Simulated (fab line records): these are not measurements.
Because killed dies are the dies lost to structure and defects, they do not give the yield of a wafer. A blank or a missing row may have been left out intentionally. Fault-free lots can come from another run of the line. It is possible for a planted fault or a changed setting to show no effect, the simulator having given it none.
fab line records + flow sky130
[record]
- lots = 6
- wafers = 18
- last_day = 50
route steps=708 shown METAL2@506 VIA2@507
lots that met no fault: from a run of the same line without faults
start_h: hours from the record's opening day to when the first of the lot's shown wafers began + wait_h: hours since the lot's step before + " repeats the value in the row above + L1.1+2: a row that stands for several wafers + - no value, or no start was given + * or withheld: withheld + < > ~ a bound
route shown NAME@n: NAME is a module with steps in the file, n the number in the route of the first one + usual: mean and standard deviation over wafers with no fault + same: alike in all rows + chamber/n: place in a boat + sites: per-site readings + _std_site: standard deviation of those values + _edge_site: inner sites' mean taken away from outer sites' mean + radius_mm: for every site, how far away it sits from the centre of the wafer + mask NAME#n: copy n + behind: the last tool/chamber to shape the wafer + hold: the reason the lot was held/the length of the hold in hours/how it ended + device: names the non-switching transistor (n, p or np) + end of line: tests of these same wafers at the route's end + a step with no rows: only its recipe + killed: not the wafer's yield, but the dies lost to structure and defects at the first sort + map: the dies of a wafer, with x for killed, . for not killed, _ for no die there
set.NAME: the setting as run; set.NAME@STEP: as run at that earlier step + model.NAME: the simulator's own value behind a step, which no gauge read
lots seen at some steps along the route; tables by step, rows by wafer
services: from which hour (start_h, from the record's first day; less than 0 if before it) a tool's chamber was out of use, for how many hours, and why
[[steps]]
[step SKY_METAL2_CLEAN_23]
[recipe]
- chemistry = O3/DIW
- dry = n2_spin
[step SKY_VIA2_HDPCVD_00]
[recipe]
- material = SiO2
- target_thk_nm = 1180
- sigma_open_frac = 0.3
- time_s = 196.7
- temp_c = 400
- sih4_flow_sccm = 60
- pressure_mtorr = 6
[step SKY_VIA2_THK_MEAS_01]
[recipe]
- reads = SiO2_of_VIA2_HDPCVD_00
[usual]
- VIA2_HDPCVD_THK = 1177/12
| lot.wafer | tool          | chamber | start_h | wait_h | VIA2_HDPCVD_THK[nm] |
|-----------|---------------|---------|---------|--------|---------------------|
| L656.1    | film_metro-03 | -       | 815.48  | 0.1    | 1169                |
| L656.4    | "             | -       | "       | "      | 1180                |
| L656.5    | "             | -       | "       | "      | 1178                |
| L665.1    | film_metro-04 | -       | 890.22  | 0.1    | 1178                |
| L665.3    | "             | -       | "       | "      | 1170                |
| L665.5    | "             | -       | "       | "      | 1176                |
| L666.1    | film_metro-01 | -       | 910.60  | 0.1    | 1176                |
| L666.5    | "             | -       | "       | "      | 1167                |
| L666.6    | "             | -       | "       | "      | 1185                |
| L675.2    | film_metro-04 | -       | 970.89  | 0.1    | 1171                |
| L675.4    | "             | -       | "       | "      | 1171                |
| L675.6    | "             | -       | "       | "      | 1182                |
| L677.1    | film_metro-01 | -       | 979.93  | 0.1    | 1165                |
| L677.4    | "             | -       | "       | "      | 1164                |
| L677.6    | "             | -       | "       | "      | 1152                |
| L678.1    | film_metro-04 | -       | 982.13  | 0.1    | 1174                |
| L678.4    | "             | -       | "       | "      | 1177                |
| L678.6    | "             | -       | "       | "      | 1176                |
[step SKY_VIA2_CMP_02]
[recipe]
- material = SiO2
- down_force_psi = 4
- platen_rpm = 60
- pad_velocity_m_s = 0.94248
[usual]
- motor_current_A = 12.1/1.1
- retaining_ring_pressure_frac = 1.000/0.0046
| lot.wafer | tool   | chamber | start_h | wait_h | motor_current_A | retaining_ring_pressure_frac |
|-----------|--------|---------|---------|--------|-----------------|------------------------------|
| L656.1    | cmp-02 | 1       | 815.59  | 0.1    | 12.7            | 1.004                        |
| L656.4    | "      | 2       | "       | "      | 11.4            | 1.006                        |
| L656.5    | "      | 1       | "       | "      | 13.3            | 0.999                        |
| L665.3    | cmp-02 | 3       | 890.33  | 0.1    | 10.7            | 1.000                        |
| L665.1    | "      | 1       | "       | "      | 13.0            | 0.999                        |
| L665.5    | "      | 3       | "       | "      | 11.3            | 0.998                        |
| L666.1    | cmp-01 | 3       | 910.81  | 0.2    | 10.8            | 1.004                        |
| L666.6    | "      | 0       | "       | "      | 11.8            | 1.007                        |
| L666.5    | "      | 1       | "       | "      | 11.5            | 1.003                        |
| L675.2    | cmp-02 | 1       | 971.12  | 0.2    | 12.3            | 0.999                        |
| L675.4    | "      | 2       | "       | "      | 11.1            | 0.999                        |
| L675.6    | "      | 1       | "       | "      | 13.1            | 1.002                        |
| L677.1    | cmp-02 | 2       | 979.99  | 0.1    | 10.6            | 1.005                        |
| L677.4    | "      | 0       | "       | "      | 14.0            | 1.009                        |
| L677.6    | "      | 3       | "       | "      | 10.9            | 0.995                        |
| L678.1    | cmp-01 | 3       | 982.24  | 0.1    | 10.8            | 0.998                        |
| L678.4    | "      | 1       | "       | "      | 12.1            | 1.000                        |
| L678.6    | "      | 2       | "       | "      | 13.0            | 1.001                        |
[step SKY_VIA2_BOW_MEAS_03]
[recipe]
- mode = bow
[usual]
- VIA2_BOW = 85/7.9
| lot.wafer | tool          | chamber | start_h | wait_h | VIA2_BOW[um] |
|-----------|---------------|---------|---------|--------|--------------|
| L656.1    | film_metro-03 | -       | 815.84  | 0.2    | 81           |
| L656.4    | "             | -       | "       | "      | 78           |
| L656.5    | "             | -       | "       | "      | 79           |
| L665.1    | film_metro-03 | -       | 890.58  | 0.1    | 82           |
| L665.3    | "             | -       | "       | "      | 81           |
| L665.5    | "             | -       | "       | "      | 86           |
| L666.1    | film_metro-03 | -       | 910.96  | 0.1    | 98           |
| L666.5    | "             | -       | "       | "      | 101          |
| L666.6    | "             | -       | "       | "      | 91           |
| L675.2    | film_metro-04 | -       | 971.39  | 0.2    | 79           |
| L675.4    | "             | -       | "       | "      | 80           |
| L675.6    | "             | -       | "       | "      | 79           |
| L677.1    | film_metro-04 | -       | 980.29  | 0.2    | 66           |
| L677.4    | "             | -       | "       | "      | 80           |
| L677.6    | "             | -       | "       | "      | 73           |
| L678.1    | film_metro-04 | -       | 982.49  | 0.2    | 77           |
| L678.4    | "             | -       | "       | "      | 83           |
| L678.6    | "             | -       | "       | "      | 77           |
[step SKY_VIA2_DEHYDRATE_04]
[recipe]
- temp_c = 200
- time_s = 60
[step SKY_VIA2_HMDS_05]
[recipe]
- prime_time_s = 60
- prime_temp_c = 120
[step SKY_VIA2_COAT_06]
[recipe]
- resist = BARC
- temp_c = withheld
- time_s = withheld
- spin_rpm = 3000
- resist_thk_nm = 60
[step SKY_VIA2_COAT_07]
[recipe]
- resist = KrF-thick
- spin_rpm = 3000
- resist_thk_nm = 450
[step SKY_VIA2_SOFTBAKE_08]
[recipe]
- temp_c = 100
- time_s = 90
- resist = KrF-thick
[step SKY_VIA2_EXPOSE_09]
[recipe]
- mask_id = VIM2
- na = 0.8
- source_shape = annular
- sigma_inner = 0.55
- sigma_outer = 0.85
- target_cd_nm = 200
- dose_mj = 38
[step SKY_VIA2_PEB_10]
[recipe]
- peb_temp_c = withheld
- peb_time_s = withheld
- resist = KrF-thick
[step SKY_VIA2_DEVELOP_11]
[recipe]
- develop_time_s = 60
- resist = KrF-thick
- dev_temp_c = 21
[usual]
- chill_plate_temp_C = 23.00/0.11
- develop_time_s = 60/0
| lot.wafer | tool           | chamber | start_h | wait_h | chill_plate_temp_C | develop_time_s | model.KrF-thick_of_VIA2_COAT_07.thk_nm |
|-----------|----------------|---------|---------|--------|--------------------|----------------|----------------------------------------|
| L656.1    | litho_track-02 | 0       | 842     | -      | 22.99              | 60             | 438.6                                  |
| L656.4    | "              | 0       | "       | "      | 23.25              | 60             | 438.4                                  |
| L656.5    | "              | 0       | "       | "      | 23.01              | 60             | 438.9                                  |
| L665.1    | litho_track-03 | -       | 915     | -      | -                  | -              | 451.1                                  |
| L665.3    | "              | -       | "       | "      | -                  | -              | 449.6                                  |
| L665.5    | "              | -       | "       | "      | -                  | -              | 450.2                                  |
| L666.1    | litho_track-03 | -       | 935     | -      | -                  | -              | 450                                    |
| L666.5    | "              | -       | "       | "      | -                  | -              | 451.9                                  |
| L666.6    | "              | -       | "       | "      | -                  | -              | 451.4                                  |
| L675.2    | litho_track-03 | 0       | 994     | -      | 22.93              | 60             | 433.7                                  |
| L675.4    | "              | 0       | "       | "      | 23.08              | 60             | 435.5                                  |
| L675.6    | "              | 0       | "       | "      | 23.12              | 60             | 433.6                                  |
| L677.1    | litho_track-02 | 0       | 1001    | -      | 23.05              | 60             | 436.2                                  |
| L677.4    | "              | 0       | 1002    | -      | 23.07              | 60             | 435.8                                  |
| L677.6    | "              | 0       | "       | "      | 22.93              | 60             | 435                                    |
| L678.1    | litho_track-02 | 0       | 1006    | -      | 22.91              | 60             | 434.8                                  |
| L678.4    | "              | 0       | "       | "      | 22.92              | 60             | 436.5                                  |
| L678.6    | "              | 0       | "       | "      | 22.93              | 60             | 434.6                                  |
[step SKY_VIA2_CD_MEAS_12]
[recipe]
- target_cd_nm = 200
[usual]
- cd_nm = 199.8/1.3
| lot.wafer | tool      | chamber | start_h | wait_h | cd_nm |
|-----------|-----------|---------|---------|--------|-------|
| L656.1    | cd_sem-02 | -       | 842.80  | -      | 200.0 |
| L656.4    | "         | -       | "       | "      | 199.7 |
| L656.5    | "         | -       | "       | "      | 199.7 |
| L665.1    | cd_sem-01 | -       | 915.57  | -      | -     |
| L665.3    | "         | -       | "       | "      | -     |
| L665.5    | "         | -       | "       | "      | -     |
| L666.1    | cd_sem-02 | -       | 935.57  | -      | -     |
| L666.5    | "         | -       | "       | "      | -     |
| L666.6    | "         | -       | "       | "      | -     |
| L675.2    | cd_sem-01 | -       | 994.94  | -      | 199.5 |
| L675.4    | "         | -       | "       | "      | 198.8 |
| L675.6    | "         | -       | "       | "      | 200.5 |
| L677.1    | cd_sem-02 | -       | 1002.10 | -      | 200.2 |
| L677.4    | "         | -       | "       | "      | 200.2 |
| L677.6    | "         | -       | "       | "      | 202.1 |
| L678.1    | cd_sem-01 | -       | 1006.30 | -      | 201.5 |
| L678.4    | "         | -       | "       | "      | 200.1 |
| L678.6    | "         | -       | "       | "      | 200.4 |
[[services]]
| tool           | chamber | start_h | hours | kind                           |
|----------------|---------|---------|-------|--------------------------------|
| cmp-02         | -       | 817.57  | 0.8   | repair                         |
| cmp-02         | -       | 837.78  | 4.6   | pm                             |
| litho_track-02 | -       | 868.82  | -     | consumable_replace:filter      |
| cmp-01         | -       | 869.16  | 5.3   | pm                             |
| cmp-02         | -       | 874.69  | 11.1  | pm                             |
| cmp-02         | -       | 912.06  | 4.0   | pm                             |
| cmp-02         | -       | 914.04  | 1.4   | repair                         |
| cmp-02         | -       | 916.06  | -     | consumable_replace:conditioner |
| cmp-02         | -       | 916.06  | -     | consumable_replace:pad         |
| cmp-02         | -       | 937.76  | 2.3   | repair                         |
| cmp-01         | -       | 941.52  | 5.0   | repair                         |
| cmp-01         | -       | 974.68  | 2.7   | repair                         |
| litho_track-03 | -       | 988.04  | -     | consumable_replace:filter      |
[[key]]
[first_sign]
- step = SKY_VIA2_DEVELOP_11
- reading = tool_record
- direction = missing
effect none on later readings
[model_effect]
- step = SKY_VIA2_DEVELOP_11
- value = KrF-thick_of_VIA2_COAT_07.thk_nm
- without = 436.6
- struck = 450.7
met_at SKY_VIA2_DEVELOP_11
struck_wafers L665.1,L665.3,L665.5,L666.1,L666.5,L666.6
later_rows_left_out L665.1,L665.3,L665.5,L666.1,L666.5,L666.6
sort_left_out L665.1,L665.3,L665.5,L666.1,L666.5,L666.6
[fault]
- kind = skipped_step_whole
- tool = litho_track-03
- chamber = -
- onset_h = 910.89
- steps = SKY_VIA2_DEVELOP_11
- scope = struck_lots_only
// sort_left_out: the simulated sort isn't trusted on such a fault, so these wafers' sort isn't shown, and their yield isn't known
// later_rows_left_out: the simulator's readings of these wafers behind a module that went badly wrong aren't trusted and aren't shown, but for the sort
